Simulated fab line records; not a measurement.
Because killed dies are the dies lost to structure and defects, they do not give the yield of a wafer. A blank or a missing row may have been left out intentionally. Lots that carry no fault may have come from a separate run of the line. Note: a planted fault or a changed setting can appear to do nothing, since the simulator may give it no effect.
The tool behind it: which one? / flow gf180mcu / 39 wafers from 13 lots sampled at 5 of the route's 602 steps

WHAT THE GAUGES READ, wafer by wafer
GF_NWELL_OVL_MEAS_07. Usual: for NWELL_OVL the level is -0.3 nm and the standard deviation is 1.4.
lot=L729; measured=day 3 10:27; on=overlay-01; NWELL_OVL (nm)=-1.8 -2.1 -2.1; flag=
lot=L730; measured=day 3 15:10; on=overlay-01; NWELL_OVL (nm)=-3.3 -0.2 0.2; flag=
lot=L731; measured=day 3 18:26; on=overlay-01; NWELL_OVL (nm)=0.1 -0.3 0.4; flag=
lot=L733; measured=day 4 07:44; on=overlay-02; NWELL_OVL (nm)=-0.4 -1.0 0.6; flag=
lot=L734; measured=day 4 12:35; on=overlay-02; NWELL_OVL (nm)=-1.2 -1.5 0.5; flag=
lot=L735; measured=day 4 16:01; on=overlay-01; NWELL_OVL (nm)=-1.2 -0.2 2.5; flag=
lot=L736; measured=day 4 19:41; on=overlay-02; NWELL_OVL (nm)=-1.5 -3.3 -1.5; flag=
lot=L737; measured=day 5 01:38; on=overlay-01; NWELL_OVL (nm)=-0.6 -0.1 2.1; flag=
lot=L738; measured=day 5 08:47; on=overlay-02; NWELL_OVL (nm)=0.6 0.3 0.6; flag=
lot=L741; measured=day 5 23:49; on=overlay-01; NWELL_OVL (nm)=-1.0 -0.2 -1.5; flag=
lot=L745; measured=day 6 23:02; on=overlay-02; NWELL_OVL (nm)=0.1 -1.5 -1.9; flag=
lot=L748; measured=day 7 14:34; on=overlay-01; NWELL_OVL (nm)=-1.2 0.0 -0.6; flag=
lot=L749; measured=day 7 20:23; on=overlay-02; NWELL_OVL (nm)=-0.3 -0.6 1.0; flag=

GF_HV_LDD_OVL_MEAS_20. Usual: for HV_LDD_01_OVL the level is 0.2 nm and the standard deviation is 1.5.
lot=L729; measured=day 10 20:58; on=overlay-02; HV_LDD_01_OVL (nm)=0.8 0.6 0.6; flag=
lot=L730; measured=day 11 03:04; on=overlay-02; HV_LDD_01_OVL (nm)=3.0 3.4 2.0; flag=
lot=L731; measured=day 11 05:34; on=overlay-01; HV_LDD_01_OVL (nm)=-0.6 0.3 0.6; flag=
lot=L733; measured=day 12 06:22; on=overlay-01; HV_LDD_01_OVL (nm)=-0.8 0.3 -1.6; flag=
lot=L734; measured=day 12 12:06; on=overlay-01; HV_LDD_01_OVL (nm)=-2.5 -0.5 -0.6; flag=
lot=L735; measured=day 12 12:03; on=overlay-02; HV_LDD_01_OVL (nm)=-1.6 -2.2 -1.1; flag=
lot=L736; measured=day 12 20:40; on=overlay-01; HV_LDD_01_OVL (nm)=-0.3 -0.6 -0.2; flag=
lot=L737; measured=day 13 09:03; on=overlay-02; HV_LDD_01_OVL (nm)=-0.6 1.7 2.2; flag=
lot=L738; measured=day 13 14:10; on=overlay-01; HV_LDD_01_OVL (nm)=-0.7 -0.5 0.3; flag=
lot=L741; measured=day 14 23:15; on=overlay-01; HV_LDD_01_OVL (nm)=-1.6 -1.0 0.0; flag=
lot=L745; measured=day 15 21:58; on=overlay-02; HV_LDD_01_OVL (nm)=0.3 0.0 1.6; flag=
lot=L748; measured=day 16 16:45; on=overlay-02; HV_LDD_01_OVL (nm)=-0.2 -1.2 -0.5; flag=
lot=L749; measured=day 17 05:49; on=overlay-02; HV_LDD_01_OVL (nm)=1.8 2.8 1.7; flag=

GF_HV_LDD_TW_MEAS_23. Usual: for HV_LDD_2_TW the level is 1061 and the standard deviation is 19.
lot=L729; measured=day 10 21:16; on=filmMetro-04; HV_LDD_2_TW=1069 1074 1080; flag=
lot=L730; measured=day 11 03:22; on=filmMetro-04; HV_LDD_2_TW=1068 1073 1071; flag=
lot=L731; measured=day 11 05:51; on=filmMetro-03; HV_LDD_2_TW=1034 1032 1032; flag=
lot=L733; measured=day 12 06:39; on=filmMetro-04; HV_LDD_2_TW=1075 1063 1072; flag=
lot=L734; measured=day 12 12:23; on=filmMetro-04; HV_LDD_2_TW=1069 1072 1076; flag=
lot=L735; measured=day 12 12:20; on=filmMetro-02; HV_LDD_2_TW=1084 1082 1090; flag=
lot=L736; measured=day 12 20:57; on=filmMetro-03; HV_LDD_2_TW=1038 1033 1034; flag=
lot=L737; measured=day 13 09:20; on=filmMetro-04; HV_LDD_2_TW=1073 1071 1075; flag=
lot=L738; measured=day 13 14:27; on=filmMetro-02; HV_LDD_2_TW=1080 1085 1083; flag=
lot=L741; measured=day 14 23:32; on=filmMetro-04; HV_LDD_2_TW=1070 1066 1064; flag=
lot=L745; measured=day 15 22:15; on=filmMetro-03; HV_LDD_2_TW=1039 1037 1041; flag=
lot=L748; measured=day 16 17:02; on=filmMetro-03; HV_LDD_2_TW=899 903 908 904 900 903; flag=OFF
lot=L749; measured=day 17 06:07; on=filmMetro-04; HV_LDD_2_TW=935 931 932 926 932 936; flag=OFF

WHAT TOOL EACH LOT RAN ON (gives the tool, then ch and the chambers of the sampled wafers, and finally the start)
lot=L729; GF_POLY_GATE_ETCH_12=rieDiel-03 ch 0,3, day 9 07:38; GF_HV_LDD_IMPLANT_21=implanter-02 ch 0, day 10 21:02
lot=L730; GF_POLY_GATE_ETCH_12=rieDiel-03 ch 1,3, day 9 13:20; GF_HV_LDD_IMPLANT_21=implanter-02 ch 0, day 11 03:09
lot=L731; GF_POLY_GATE_ETCH_12=rieDiel-03 ch 1,2, day 9 16:37; GF_HV_LDD_IMPLANT_21=implanter-04 ch 0, day 11 05:37
lot=L733; GF_POLY_GATE_ETCH_12=rieDiel-04 ch 0,1,2, day 10 10:55; GF_HV_LDD_IMPLANT_21=implanter-03 ch 0, day 12 06:24
lot=L734; GF_POLY_GATE_ETCH_12=rieDiel-04 ch 0,2,3, day 10 18:30; GF_HV_LDD_IMPLANT_21=implanter-03 ch 0, day 12 12:08
lot=L735; GF_POLY_GATE_ETCH_12=rieDiel-02 ch 0,1,3, day 10 21:03; GF_HV_LDD_IMPLANT_21=implanter-02 ch 0, day 12 12:05
lot=L736; GF_POLY_GATE_ETCH_12=rieDiel-04 ch 1,2, day 11 03:25; GF_HV_LDD_IMPLANT_21=implanter-03 ch 0, day 12 20:43
lot=L737; GF_POLY_GATE_ETCH_12=rieDiel-02 ch 0,3, day 11 16:12; GF_HV_LDD_IMPLANT_21=implanter-02 ch 0, day 13 09:05
lot=L738; GF_POLY_GATE_ETCH_12=rieDiel-03 ch 1,3, day 11 21:34; GF_HV_LDD_IMPLANT_21=implanter-03 ch 0, day 13 14:12
lot=L741; GF_POLY_GATE_ETCH_12=rieDiel-02 ch 0,2,3, day 13 01:54; GF_HV_LDD_IMPLANT_21=implanter-04 ch 0, day 14 23:17
lot=L745; GF_POLY_GATE_ETCH_12=rieDiel-02 ch 0,1,2, day 14 00:19; GF_HV_LDD_IMPLANT_21=implanter-03 ch 0, day 15 22:01
lot=L748; GF_POLY_GATE_ETCH_12=rieDiel-02 ch 1,2,3, day 14 17:53; GF_HV_LDD_IMPLANT_21=implanter-04 ch 0, day 16 16:47
lot=L749; GF_POLY_GATE_ETCH_12=rieDiel-04 ch 0,2, day 15 08:18; GF_HV_LDD_IMPLANT_21=implanter-04 ch 0, day 17 05:53
- GF_POLY_GATE_ETCH_12: etches BARC in N2/H2.
- GF_HV_LDD_IMPLANT_21

WHAT THE TOOLS THEMSELVES READ (means of the sampled wafers that have a number; where no wafer has one, the mark that the record gives instead)
GF_POLY_GATE_ETCH_12. Usual: biasW 99.98 W, standard deviation 0.24; drypumpMotorCurrentA 5.6 A, standard deviation 0.38; n2FlowSccm 100.0 sccm, standard deviation 0.32; oesProductAu 0.734 a.u., standard deviation 0.0046; throttleValvePct 13.214 %, standard deviation 0.0091.
lot=L729; tool=rieDiel-03; biasW (W)=100.24; drypumpMotorCurrentA (A)=6.0; n2FlowSccm (sccm)=99.4; oesProductAu (a.u.)=0.734; throttleValvePct (%)=13.217; flag=
lot=L730; tool=rieDiel-03; biasW (W)=100.04; drypumpMotorCurrentA (A)=5.1; n2FlowSccm (sccm)=100.2; oesProductAu (a.u.)=0.734; throttleValvePct (%)=13.225; flag=
lot=L731; tool=rieDiel-03; biasW (W)=100.00; drypumpMotorCurrentA (A)=4.9; n2FlowSccm (sccm)=100.4; oesProductAu (a.u.)=0.738; throttleValvePct (%)=13.211; flag=
lot=L733; tool=rieDiel-04; biasW (W)=100.03; drypumpMotorCurrentA (A)=5.7; n2FlowSccm (sccm)=100.3; oesProductAu (a.u.)=0.730; throttleValvePct (%)=13.211; flag=
lot=L734; tool=rieDiel-04; biasW (W)=100.09; drypumpMotorCurrentA (A)=5.5; n2FlowSccm (sccm)=100.2; oesProductAu (a.u.)=0.733; throttleValvePct (%)=13.214; flag=
lot=L735; tool=rieDiel-02; biasW (W)=100.03; drypumpMotorCurrentA (A)=5.8; n2FlowSccm (sccm)=99.9; oesProductAu (a.u.)=0.731; throttleValvePct (%)=13.215; flag=
lot=L736; tool=rieDiel-04; biasW (W)=100.26; drypumpMotorCurrentA (A)=5.9; n2FlowSccm (sccm)=100.1; oesProductAu (a.u.)=0.735; throttleValvePct (%)=13.222; flag=
lot=L737; tool=rieDiel-02; biasW (W)=99.93; drypumpMotorCurrentA (A)=5.7; n2FlowSccm (sccm)=99.7; oesProductAu (a.u.)=0.739; throttleValvePct (%)=13.217; flag=
lot=L738; tool=rieDiel-03; biasW (W)=99.82; drypumpMotorCurrentA (A)=5.2; n2FlowSccm (sccm)=100.0; oesProductAu (a.u.)=0.734; throttleValvePct (%)=13.214; flag=
lot=L741; tool=rieDiel-02; biasW (W)=100.07; drypumpMotorCurrentA (A)=5.7; n2FlowSccm (sccm)=100.3; oesProductAu (a.u.)=0.738; throttleValvePct (%)=13.202; flag=
lot=L745; tool=rieDiel-02; biasW (W)=99.84; drypumpMotorCurrentA (A)=5.8; n2FlowSccm (sccm)=100.2; oesProductAu (a.u.)=0.732; throttleValvePct (%)=13.220; flag=
lot=L748; tool=rieDiel-02; biasW (W)=99.94; drypumpMotorCurrentA (A)=5.8; n2FlowSccm (sccm)=99.9; oesProductAu (a.u.)=0.735; throttleValvePct (%)=13.217; flag=
lot=L749; tool=rieDiel-04; biasW (W)=99.89; drypumpMotorCurrentA (A)=5.7; n2FlowSccm (sccm)=100.1; oesProductAu (a.u.)=0.733; throttleValvePct (%)=13.217; flag=

GF_HV_LDD_IMPLANT_21. Usual: beamEnergyKeV at 25.000, with a standard deviation of 0.0079.
lot=L729 tool=implanter-02 beamEnergyKeV=24.989 flag=
lot=L730 tool=implanter-02 beamEnergyKeV=25.001 flag=
lot=L731 tool=implanter-04 beamEnergyKeV=24.995 flag=
lot=L733 tool=implanter-03 beamEnergyKeV=25.010 flag=
lot=L734 tool=implanter-03 beamEnergyKeV=25.013 flag=
lot=L735 tool=implanter-02 beamEnergyKeV=24.989 flag=
lot=L736 tool=implanter-03 beamEnergyKeV=25.005 flag=
lot=L737 tool=implanter-02 beamEnergyKeV=25.004 flag=
lot=L738 tool=implanter-03 beamEnergyKeV=25.000 flag=
lot=L741 tool=implanter-04 beamEnergyKeV=25.002 flag=
lot=L745 tool=implanter-03 beamEnergyKeV=24.996 flag=
lot=L748 tool=implanter-04 beamEnergyKeV=15.360 flag=OFF
lot=L749 tool=implanter-04 beamEnergyKeV=15.364 flag=OFF

THE ANSWER, worked out from the rows above alone
Rule: a lot counts as off when the mean over its wafers that have a number is more than 3 standard deviations away from the usual mean. A lot without any number at a reading at which 4 lots or more have one is off too. Any other lot the step has rows for is counted as sound. First the gauges in route order, then the tools' own readings, where a lot's mean is used as printed above. The first step at which some lot is off is used, and at that step the reading that is off furthest; a lot without a number counts as furthest.
Off: L748, L749, seen at GF_HV_LDD_TW_MEAS_23 (HV_LDD_2_TW).
A tool fits if, at a process step before that reading, it ran every lot that is off, and no sound lot after the first of them. The gauges at GF_HV_LDD_TW_MEAS_23 aren't tried: what is off there is off at GF_HV_LDD_IMPLANT_21 too, on other tools, and a gauge's error can't cause that. One fits: GF_HV_LDD_IMPLANT_21 on implanter-04. A fault onset in the window from L741 (day 14 23:17, its last sound lot) to L748 (day 16 16:47, its first lot off) fits.
The tool's own readings at GF_HV_LDD_IMPLANT_21 bear it out: on the lots that are off they differ by more than 5 times the standard deviation of the sound lots' means. beamEnergyKeV reads 15.362 there against 25.000 on the sound lots.

WHAT HAD BEEN PUT IN BY THE SIMULATOR
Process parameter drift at GF_HV_LDD_IMPLANT_21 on implanter-04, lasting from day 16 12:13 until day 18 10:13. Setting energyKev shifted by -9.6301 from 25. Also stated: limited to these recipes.
Shown lots that were struck: L748, L749. The same result came from the rule above.
